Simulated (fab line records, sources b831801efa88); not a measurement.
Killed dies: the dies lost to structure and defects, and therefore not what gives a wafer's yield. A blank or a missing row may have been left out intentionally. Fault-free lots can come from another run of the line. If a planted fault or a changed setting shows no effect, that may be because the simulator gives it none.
fab line records	flow gf180mcu	part 1 of 2: steps 1 to 23 of 34
record lots=5	wafers=15	last-day=34
route steps=602 shown HV_LDD@214 NSD@235
lots that met no fault: taken from a fault-free run of the same line
start-h: hours from the record's opening day to when the first of the lot's shown wafers began	wait-h: hours elapsed since this lot's preceding step	" identical to the entry in the row above	L1.1+2: one row covering several wafers at once	- no value, or no start was given	* or withheld: withheld	< > ~ a bound
route shown NAME@n: names a module that has steps shown in the file, with the first one's number in the route	usual: mean/standard deviation taken from wafers without a fault	same: alike in all rows	chamber/n: place in a boat	sites: each site's reading	_std_site: the values' standard deviation	_edge_site: outer sites' mean less inner sites'	radius-mm: how far each site lies from the wafer's centre	mask NAME#n: copy n	behind: the most recent tool/chamber to have shaped the wafer	hold: what put the lot on hold/how long, in hours/how the hold closed	device: transistor that didn't switch, given as n, p or np	end of line: the route-end tests of the same wafers	step lacking rows: just its recipe	killed: the dies lost at the first sort to structure and to defects; this is not the yield of the wafer	map: per-die view of a wafer (x killed, . not killed, _ where there is no die)
set.NAME: the setting the step ran with; set.NAME@STEP: the setting that earlier step ran with	model.NAME: the simulator's own value behind a step, which no gauge read
lots seen at some steps along the route; tables by step, rows by wafer
services: when a tool's chamber went out of use (start-h, in hours from the record's first day, below 0 if earlier), for how many hours, and the reason
## steps
# step GF_HV_LDD_TW_MEAS_38
# usual HV_LDD_3_TW=1424/10
lot.wafer	tool	chamber	start-h	wait-h	HV_LDD_3_TW
L078.1	film-metro-04	-	281.16	0.1	1422
L078.3	"	-	"	"	1414
L078.6	"	-	"	"	1408
L083.1	film-metro-03	-	331.26	0.1	1428
L083.2	"	-	"	"	1426
L083.3	"	-	"	"	1428
L086.2	film-metro-04	-	345.52	0.1	1403
L086.3	"	-	"	"	1411
L086.6	"	-	"	"	1408
L089.3	film-metro-03	-	374.62	0.1	1419
L089.5	"	-	"	"	1421
L089.6	"	-	"	"	1417
L097.2	film-metro-03	-	446.27	0.1	1424
L097.5	"	-	"	"	1408
L097.6	"	-	"	"	1410
# step GF_HV_LDD_DEHYDRATE_39
# recipe temp-c=200	time-s=60
# usual exhaust-pa=45.0/1	heater-power-total-W=160.36/0.12
lot.wafer	tool	chamber	start-h	wait-h	exhaust-pa	heater-power-total-W
L078.1	litho-track-04	0	290.45	9.3	46.4	160.39
L078.3	"	0	"	"	45.1	160.45
L078.6	"	0	"	"	46.1	160.36
L083.1	litho-track-02	0	341.54	10.3	42.2	160.47
L083.2	"	0	"	"	43.2	160.44
L083.3	"	0	"	"	44.3	160.37
L086.2	litho-track-04	0	354.97	9.4	44.7	160.24
L086.3	"	0	"	"	45.2	160.34
L086.6	"	0	"	"	44.9	160.56
L089.3	litho-track-04	0	385.25	10.6	46.8	160.33
L089.5	"	0	"	"	46.8	160.40
L089.6	"	0	"	"	46.1	160.33
L097.2	litho-track-04	0	457.52	11.2	43.3	160.48
L097.5	"	0	"	"	45.0	160.48
L097.6	"	0	"	"	44.1	160.31
# step GF_HV_LDD_HMDS_40
# recipe prime-time-s=60	prime-temp-c=120
# usual exhaust-pa=45.0/0.82
lot.wafer	tool	chamber	start-h	wait-h	exhaust-pa
L078.1	litho-track-04	0	290.60	0.1	44.1
L078.3	"	0	"	"	45.1
L078.6	"	0	"	"	44.0
L083.1	litho-track-02	0	341.69	0.1	44.0
L083.2	"	0	"	"	44.9
L083.3	"	0	"	"	44.4
L086.2	litho-track-04	0	355.12	0.1	45.1
L086.3	"	0	"	"	44.6
L086.6	"	0	"	"	45.5
L089.3	litho-track-04	0	385.40	0.1	45.0
L089.5	"	0	"	"	44.5
L089.6	"	0	"	"	44.6
L097.2	litho-track-04	0	457.67	0.1	46.2
L097.5	"	0	"	"	45.5
L097.6	"	0	"	"	43.9
# step GF_HV_LDD_COAT_41
# recipe resist=NOVOLAK	spin-rpm=3000	resist-thk-nm=1000
# usual exhaust-pa=45.0/0.93
lot.wafer	tool	chamber	start-h	wait-h	exhaust-pa
L078.1	litho-track-04	0	290.75	0.1	45.1
L078.3	"	0	"	"	45.5
L078.6	"	0	"	"	45.9
L083.1	litho-track-02	0	341.84	0.1	44.7
L083.2	"	0	"	"	44.9
L083.3	"	0	"	"	44.9
L086.2	litho-track-04	0	355.27	0.1	43.3
L086.3	"	0	"	"	44.7
L086.6	"	0	"	"	43.0
L089.3	litho-track-04	0	385.55	0.1	45.5
L089.5	"	0	"	"	45.8
L089.6	"	0	"	"	44.6
L097.2	litho-track-04	0	457.82	0.1	45.6
L097.5	"	0	"	"	44.7
L097.6	"	0	"	"	45.8
# step GF_HV_LDD_SOFTBAKE_42
# recipe temp-c=90	time-s=60	resist=NOVOLAK
# usual exhaust-pa=45.0/0.94	heater-power-total-W=56.60/0.044
lot.wafer	tool	chamber	start-h	wait-h	exhaust-pa	heater-power-total-W
L078.1	litho-track-04	0	290.90	0.1	43.9	56.59
L078.3	"	0	"	"	45.8	56.52
L078.6	"	0	"	"	45.7	56.56
L083.1	litho-track-02	0	341.99	0.1	44.3	56.54
L083.2	"	0	"	"	43.7	56.64
L083.3	"	0	"	"	44.9	56.59
L086.2	litho-track-04	0	355.42	0.1	44.9	56.57
L086.3	"	0	"	"	44.3	56.67
L086.6	"	0	"	"	44.2	56.50
L089.3	litho-track-04	0	385.70	0.1	44.5	56.64
L089.5	"	0	"	"	44.2	56.55
L089.6	"	0	"	"	44.6	56.67
L097.2	litho-track-04	0	457.97	0.1	44.2	56.64
L097.5	"	0	"	"	44.7	56.57
L097.6	"	0	"	"	44.1	56.66
# step GF_HV_LDD_EXPOSE_43
# recipe mask-id=Pplus_HV_AREA	target-cd-nm=400	na=0.6	source-shape=conventional	sigma-outer=0.6	dose-mj=140
# usual focus-offset-nm=0.1/0.57	stage-vel-mm-s=500.02/0.22
# same sigma-outer=0.6
lot.wafer	tool	chamber	start-h	wait-h	mask	focus-offset-nm	stage-vel-mm-s
L078.1	iline-stepper-01	0	-	-	Pplus_HV_AREA#0	-0.2	499.97
L078.3	"	0	"	"	Pplus_HV_AREA#0	-0.9	500.06
L078.6	"	0	"	"	Pplus_HV_AREA#0	-0.8	500.18
L083.1	iline-stepper-01	0	-	-	Pplus_HV_AREA#0	0.1	500.21
L083.2	"	0	"	"	Pplus_HV_AREA#0	0.7	500.10
L083.3	"	0	"	"	Pplus_HV_AREA#0	-0.2	500.32
L086.2	iline-stepper-01	0	-	-	Pplus_HV_AREA#0	0.5	499.73
L086.3	"	0	"	"	Pplus_HV_AREA#0	0.9	500.30
L086.6	"	0	"	"	Pplus_HV_AREA#0	-0.1	499.95
L089.3	iline-stepper-01	0	-	-	Pplus_HV_AREA#0	-0.5	499.86
L089.5	"	0	"	"	Pplus_HV_AREA#0	-0.8	500.27
L089.6	"	0	"	"	Pplus_HV_AREA#0	-0.6	500.14
L097.2	iline-stepper-01	0	-	-	Pplus_HV_AREA#0	-0.5	499.75
L097.5	"	0	"	"	Pplus_HV_AREA#0	-0.6	500.32
L097.6	"	0	"	"	Pplus_HV_AREA#0	0.4	500.30
# step GF_HV_LDD_PEB_44
# recipe temp-c=withheld	time-s=*	resist=NOVOLAK
# usual exhaust-pa=44.9/1
lot.wafer	tool	chamber	start-h	wait-h	exhaust-pa
L078.1	litho-track-02	0	-	-	46.4
L078.3	"	0	"	"	46.3
L078.6	"	0	"	"	45.4
L083.1	litho-track-04	0	-	-	44.1
L083.2	"	0	"	"	44.2
L083.3	"	0	"	"	44.0
L086.2	litho-track-02	0	-	-	44.1
L086.3	"	0	"	"	41.9
L086.6	"	0	"	"	43.5
L089.3	litho-track-01	0	-	-	43.5
L089.5	"	0	"	"	43.3
L089.6	"	0	"	"	45.6
L097.2	litho-track-02	0	-	-	44.1
L097.5	"	0	"	"	44.9
L097.6	"	0	"	"	44.9
# step GF_HV_LDD_DEVELOP_45
# recipe develop-time-s=60.89	dev-temp-c=23
# usual exhaust-pa=45.1/0.97
lot.wafer	tool	chamber	start-h	wait-h	exhaust-pa
L078.1	litho-track-02	0	301.24	0.1	46.1
L078.3	"	0	"	"	45.6
L078.6	"	0	"	"	46.9
L083.1	litho-track-04	0	351.25	0.1	44.7
L083.2	"	0	"	"	44.4
L083.3	"	0	"	"	44.2
L086.2	litho-track-02	0	365.86	0.1	43.8
L086.3	"	0	"	"	43.5
L086.6	"	0	"	"	44.7
L089.3	litho-track-01	0	397.15	0.1	45.2
L089.5	"	0	"	"	45.9
L089.6	"	0	"	"	44.8
L097.2	litho-track-02	0	469.61	0.1	44.8
L097.5	"	0	"	"	44.1
L097.6	"	0	"	"	44.1
# step GF_HV_LDD_CD_MEAS_46
# recipe target-cd-nm=400
# usual cd-nm=401.0/2.1
lot.wafer	tool	chamber	start-h	wait-h	cd-nm
L078.1	cd-sem-01	-	301.39	0.1	402.5
L078.3	"	-	"	"	402.0
L078.6	"	-	"	"	403.5
L083.1	cd-sem-02	-	351.40	0.1	401.9
L083.2	"	-	"	"	402.0
L083.3	"	-	"	"	400.8
L086.2	cd-sem-02	-	366.01	0.1	403.4
L086.3	"	-	"	"	400.9
L086.6	"	-	"	"	402.1
L089.3	cd-sem-02	-	397.30	0.1	403.8
L089.5	"	-	"	"	403.2
L089.6	"	-	"	"	403.4
L097.2	cd-sem-02	-	469.76	0.1	401.8
L097.5	"	-	"	"	402.8
L097.6	"	-	"	"	401.3
# step GF_HV_LDD_OVL_MEAS_47
# usual HV_LDD_03_OVL=-0.1/1.4
lot.wafer	tool	chamber	start-h	wait-h	HV_LDD_03_OVL[nm]
L078.1	overlay-01	-	301.51	0.1	-0.4
L078.3	"	-	"	"	-0.1
L078.6	"	-	"	"	0.3
L083.1	overlay-01	-	351.52	0.1	1.9
L083.2	"	-	"	"	-0.1
L083.3	"	-	"	"	-0.2
L086.2	overlay-01	-	366.12	0.1	-1.1
L086.3	"	-	"	"	-2.8
L086.6	"	-	"	"	-1.6
L089.3	overlay-02	-	397.39	0.1	-0.7
L089.5	"	-	"	"	-1.1
L089.6	"	-	"	"	-2.2
L097.2	overlay-02	-	469.86	0.1	-0.8
L097.5	"	-	"	"	0.5
L097.6	"	-	"	"	-2.2
# step GF_HV_LDD_IMPLANT_48
# recipe species=B	energy-kev=25	dose-cm2=3e+13	tilt-deg=7
lot.wafer	tool	chamber	start-h	wait-h
L078.1+3+6	implanter-01	0	301.55	0.0
L083.1+2+3	implanter-01	0	351.56	0.0
L086.2+3+6	implanter-03	0	366.17	0.0
L089.3+5+6	implanter-04	0	397.47	0.1
L097.2+5+6	implanter-04	0	469.92	0.0
# step GF_HV_LDD_STRIP_49
# recipe chemistry=O2/N2	power-w=1400	pressure-mtorr=1500	platen-temp-c=250	o2-flow-sccm=3000	n2-flow-sccm=300	overash-fraction=0.5
# usual drypump-motor-current-A=5.5/0.35	heater-power-w=303/41	oes-product-au=0.716/0.0047	strip-time-to-endpoint-s=12.64/0.034
lot.wafer	tool	chamber	start-h	wait-h	drypump-motor-current-A	heater-power-w	oes-product-au	rf-hours-counter-h	strip-time-to-endpoint-s
L078.1	plasma-asher-04	1	301.70	0.1	5.8	361	0.724	19	12.64
L078.3	"	1	"	"	5.9	370	0.709	-	12.64
L078.6	"	1	"	"	5.9	372	0.714	-	12.61
L083.1	plasma-asher-04	0	351.71	0.1	5.9	294	0.725	21	12.62
L083.2	"	1	"	"	5.9	378	0.720	21	12.63
L083.3	"	0	"	"	5.9	306	0.710	-	12.64
L086.2	plasma-asher-02	1	366.30	0.1	4.9	245	0.716	75	12.58
L086.3	"	1	"	"	4.9	249	0.716	-	12.61
L086.6	"	1	"	"	4.9	254	0.717	-	12.60
L089.3	plasma-asher-02	1	397.60	0.1	5.0	252	0.718	-	12.65
L089.5	"	1	"	"	5.0	255	0.714	-	12.63
L089.6	"	0	"	"	5.6	287	0.714	-	12.62
L097.2	plasma-asher-03	1	470.04	0.1	5.4	332	0.715	5	12.60
L097.5	"	0	"	"	5.4	337	0.715	-	12.58
L097.6	"	1	"	"	5.3	322	0.715	-	12.61
# step GF_HV_LDD_TW_MEAS_50
# usual HV_LDD_4_TW=566/4.4
lot.wafer	tool	chamber	start-h	wait-h	HV_LDD_4_TW
L078.1	film-metro-03	-	301.80	0.1	565
L078.3	"	-	"	"	568
L078.6	"	-	"	"	565
L083.1	film-metro-01	-	351.81	0.1	571
L083.2	"	-	"	"	568
L083.3	"	-	"	"	572
L086.2	film-metro-04	-	366.41	0.1	559
L086.3	"	-	"	"	564
L086.6	"	-	"	"	562
L089.3	film-metro-04	-	397.69	0.1	559
L089.5	"	-	"	"	559
L089.6	"	-	"	"	562
L097.2	film-metro-04	-	470.15	0.1	564
L097.5	"	-	"	"	562
L097.6	"	-	"	"	562
# step GF_HV_LDD_CLEAN_51
# recipe chemistry=SC1/SC2	mix=1:4:20	temp-c=70	time-s=150	dry=n2-spin
# usual bath-guard-temp-C=69.9/0.57	bath-heat-duty-pct=13.7/1.4
lot.wafer	tool	chamber	start-h	wait-h	bath-guard-temp-C	bath-heat-duty-pct
L078.1	wet-bench-01	0	301.86	0.1	69.8	14.1
L078.3	"	0	"	"	69.9	15.4
L078.6	"	0	"	"	70.0	15.2
L083.1	wet-bench-03	2	351.87	0.1	70.3	14.5
L083.2	"	2	"	"	70.1	15.1
L083.3	"	2	"	"	70.2	16.0
L086.2	wet-bench-01	2	366.46	0.0	70.2	12.5
L086.3	"	2	"	"	70.2	13.3
L086.6	"	2	"	"	70.0	12.4
L089.3	wet-bench-02	0	397.77	0.1	68.9	14.2
L089.5	"	0	"	"	69.2	14.0
L089.6	"	0	"	"	68.9	14.5
L097.2	wet-bench-02	0	470.20	0.0	68.9	14.3
L097.5	"	0	"	"	69.0	15.3
L097.6	"	0	"	"	68.9	13.9
# step GF_HV_LDD_RTA_52
# recipe temp-c=1000	time-s=10	ambient=N2
# usual lamp-power-pct=37/3.5	wafer_temp_C_max=1003.2/0.66
lot.wafer	tool	chamber	start-h	wait-h	lamp-power-pct	wafer_temp_C_max
L078.1	rtp-anneal-01	0	301.91	0.0	34	1003.4
L078.3	"	0	"	"	34	1003.1
L078.6	"	0	"	"	34	1003.5
L083.1	rtp-anneal-01	0	351.92	0.0	34	1002.8
L083.2	"	0	"	"	34	1003.2
L083.3	"	0	"	"	34	1003.5
L086.2	rtp-anneal-02	0	366.52	0.0	41	1001.8
L086.3	"	0	"	"	41	1002.5
L086.6	"	0	"	"	41	1003.1
L089.3	rtp-anneal-01	0	397.84	0.0	34	1003.1
L089.5	"	0	"	"	34	1002.9
L089.6	"	0	"	"	34	1003.5
L097.2	rtp-anneal-02	0	470.27	0.0	41	1002.4
L097.5	"	0	"	"	41	1002.1
L097.6	"	0	"	"	41	1002.7
# step GF_HV_LDD_RS_MEAS_53
# recipe thk-meas-gauge=four-point-probe
# usual HV_LDD_RS=418.5/0.94
lot.wafer	tool	chamber	start-h	wait-h	HV_LDD_RS[ohm/sq]
L078.1	film-metro-01	-	302.04	0.1	418.6
L078.3	"	-	"	"	418.6
L078.6	"	-	"	"	417.0
L083.1	film-metro-01	-	351.98	0.1	419.6
L083.2	"	-	"	"	420.2
L083.3	"	-	"	"	419.3
L086.2	film-metro-04	-	366.60	0.1	418.2
L086.3	"	-	"	"	417.6
L086.6	"	-	"	"	417.0
L089.3	film-metro-04	-	397.93	0.1	417.9
L089.5	"	-	"	"	418.0
L089.6	"	-	"	"	418.9
L097.2	film-metro-03	-	470.34	0.1	419.5
L097.5	"	-	"	"	419.2
L097.6	"	-	"	"	419.0
# step GF_HV_LDD_CVD_54
# recipe material=SiO2	target-thk-nm=10	precursor=TEOS	temp-c=680	time-s=75	pressure-mtorr=400
# usual spike-tc-top-C=697.6/1.4	zone-power-lower-pct=9.3/0.63	zone-power-top-pct=21.5/1.8
lot.wafer	tool	chamber	start-h	wait-h	spike-tc-top-C	zone-power-lower-pct	zone-power-top-pct
L078.1	lpcvd-01	1	304.89	2.8	697.8	8.4	21.9
L078.3	"	1	"	"	695.7	8.3	21.7
L078.6	"	1	"	"	697.4	8.3	22.1
L083.1	lpcvd-01	0	352.14	0.1	699.2	9.5	23.1
L083.2	"	0	"	"	699.1	9.4	23.0
L083.3	"	0	"	"	696.9	9.4	23.4
L086.2	lpcvd-01	0	366.72	0.1	697.6	9.4	22.7
L086.3	"	0	"	"	697.2	9.3	23.1
L086.6	"	0	"	"	697.2	9.6	23.1
L089.3	lpcvd-02	1	398.01	0.1	697.1	9.8	21.1
L089.5	"	1	"	"	697.3	9.9	20.8
L089.6	"	1	"	"	695.6	9.8	21.2
L097.2	lpcvd-02	0	470.44	0.1	698.2	9.8	17.6
L097.5	"	0	"	"	699.0	9.8	17.4
L097.6	"	0	"	"	701.2	9.7	17.7
# step GF_HV_LDD_THK_MEAS_55
# recipe reads=SiO2_of_HV_LDD_CVD_54
# usual HV_LDD_CVD_54_THK=10.00/0.12
lot.wafer	tool	chamber	start-h	wait-h	HV_LDD_CVD_54_THK[nm]
L078.1	film-metro-03	-	305.91	0.0	9.93
L078.3	"	-	"	"	9.98
L078.6	"	-	"	"	9.96
L083.1	film-metro-04	-	353.16	0.0	10.17
L083.2	"	-	"	"	9.98
L083.3	"	-	"	"	10.12
L086.2	film-metro-03	-	367.75	0.0	9.84
L086.3	"	-	"	"	9.78
L086.6	"	-	"	"	9.71
L089.3	film-metro-04	-	399.05	0.0	9.92
L089.5	"	-	"	"	9.95
L089.6	"	-	"	"	10.09
L097.2	film-metro-01	-	471.47	0.0	10.02
L097.5	"	-	"	"	9.88
L097.6	"	-	"	"	9.94
# step GF_HV_LDD_CVD_56
# recipe material=Si3N4	precursor=DCS/NH3	target-thk-nm=90	temp-c=770	time-s=1543	pressure-mtorr=250
# usual spike-tc-top-C=785.4/1.5	zone-power-lower-pct=11.7/0.73	zone-power-top-pct=25.8/2.7
lot.wafer	tool	chamber	start-h	wait-h	spike-tc-top-C	zone-power-lower-pct	zone-power-top-pct
L078.1	lpcvd-01	0	305.97	0.1	784.0	11.8	28.1
L078.3	"	0	"	"	783.5	11.9	27.8
L078.6	"	0	"	"	786.6	11.9	27.7
L083.1	lpcvd-01	1	353.22	0.1	784.0	10.6	26.4
L083.2	"	1	"	"	785.7	10.6	26.2
L083.3	"	1	"	"	783.0	10.5	26.5
L086.2	lpcvd-01	0	367.80	0.0	784.5	12.0	27.6
L086.3	"	0	"	"	785.4	11.9	27.8
L086.6	"	0	"	"	784.5	11.8	27.6
L089.3	lpcvd-01	0	399.84	0.8	786.4	12.1	28.1
L089.5	"	0	"	"	785.5	11.9	28.1
L089.6	"	0	"	"	786.5	12.1	27.5
L097.2	lpcvd-01	0	471.52	0.0	784.7	11.9	27.5
L097.5	"	0	"	"	784.7	11.8	28.0
L097.6	"	0	"	"	782.9	11.8	27.6
# step GF_HV_LDD_THK_MEAS_57
# recipe reads=Si3N4_of_HV_LDD_CVD_56
# usual HV_LDD_CVD_56_THK=90.0/0.66
lot.wafer	tool	chamber	start-h	wait-h	HV_LDD_CVD_56_THK[nm]
L078.1	film-metro-03	-	307.40	0.0	90.0
L078.3	"	-	"	"	89.9
L078.6	"	-	"	"	90.2
L083.1	film-metro-01	-	354.65	0.0	90.1
L083.2	"	-	"	"	91.3
L083.3	"	-	"	"	90.3
L086.2	film-metro-01	-	369.24	0.0	90.0
L086.3	"	-	"	"	89.8
L086.6	"	-	"	"	90.3
L089.3	film-metro-01	-	401.29	0.0	90.4
L089.5	"	-	"	"	89.4
L089.6	"	-	"	"	89.7
L097.2	film-metro-04	-	472.96	0.0	90.4
L097.5	"	-	"	"	90.7
L097.6	"	-	"	"	90.3
# step GF_HV_LDD_ETCHBACK_58
# recipe chemistry=CH3F/O2	target=Si3N4	stop-on=SiO2	source-w=400	bias-w=80	pressure-mtorr=25	ch3f-flow-sccm=40	O2_flow_sccm=30	time-s=100	target-depth-a=900
# usual ch3f-flow-sccm=39.99/0.12	drypump-motor-current-A=5.9/0.34	oes-product-au=0.843/0.0051	throttle-valve-pct=10.561/0.0083
lot.wafer	tool	chamber	start-h	wait-h	ch3f-flow-sccm	drypump-motor-current-A	oes-product-au	rf-hours-counter-h	throttle-valve-pct
L078.1	rie-diel-01	2	307.46	0.1	40.14	6.3	0.839	7	10.535
L078.3	"	3	"	"	40.04	6.4	0.842	7	10.571
L078.6	"	2	"	"	40.06	6.3	0.840	-	10.555
L083.1	rie-diel-01	0	354.71	0.1	40.01	5.8	0.847	55	10.562
L083.2	"	3	"	"	40.14	6.4	0.854	9	10.552
L083.3	"	2	"	"	40.13	6.3	0.842	8	10.558
L086.2	rie-diel-02	1	369.29	0.0	39.85	5.5	0.841	46	10.541
L086.3	"	2	"	"	40.02	5.9	0.839	56	10.571
L086.6	"	3	"	"	39.97	6.2	0.845	-	10.571
L089.3	rie-diel-04	2	401.33	0.0	40.13	5.8	0.840	10	10.547
L089.5	"	2	"	"	39.98	5.8	0.843	-	10.546
L089.6	"	0	"	"	39.99	5.5	0.841	-	10.552
L097.2	rie-diel-01	1	473.01	0.0	40.19	6.0	0.845	74	10.551
L097.5	"	2	"	"	40.02	6.3	0.850	-	10.570
L097.6	"	3	"	"	39.87	6.4	0.844	-	10.561
# step GF_NSD_DEHYDRATE_00
# recipe temp-c=200	time-s=60
# usual exhaust-pa=44.9/0.88	heater-power-total-W=160.37/0.13
lot.wafer	tool	chamber	start-h	wait-h	exhaust-pa	heater-power-total-W
L078.1	litho-track-03	0	316.96	9.5	44.7	160.52
L078.3	"	0	"	"	45.5	160.49
L078.6	"	0	"	"	44.4	160.38
L083.1	litho-track-02	0	364.74	10.0	45.3	160.44
L083.2	"	0	"	"	44.6	160.46
L083.3	"	0	"	"	45.2	160.45
L086.2	litho-track-03	0	379.63	10.3	45.0	160.53
L086.3	"	0	"	"	44.0	160.46
L086.6	"	0	"	"	45.8	160.29
L089.3	litho-track-01	0	412.05	10.7	45.5	160.59
L089.5	"	0	"	"	45.0	160.33
L089.6	"	0	"	"	45.2	160.57
L097.2	litho-track-03	0	483.73	10.7	44.3	160.33
L097.5	"	0	"	"	44.2	160.22
L097.6	"	0	"	"	43.4	160.40
# step GF_NSD_HMDS_01
# recipe prime-time-s=60	prime-temp-c=120
# usual exhaust-pa=45.2/1
lot.wafer	tool	chamber	start-h	wait-h	exhaust-pa
L078.1	litho-track-03	0	317.11	0.1	45.3
L078.3	"	0	"	"	45.7
L078.6	"	0	"	"	45.7
L083.1	litho-track-02	0	364.89	0.1	45.3
L083.2	"	0	"	"	47.0
L083.3	"	0	"	"	46.2
L086.2	litho-track-03	0	379.78	0.1	46.5
L086.3	"	0	"	"	45.4
L086.6	"	0	"	"	45.9
L089.3	litho-track-01	0	412.20	0.1	45.7
L089.5	"	0	"	"	45.7
L089.6	"	0	"	"	44.8
L097.2	litho-track-03	0	483.88	0.1	46.0
L097.5	"	0	"	"	46.5
L097.6	"	0	"	"	45.0
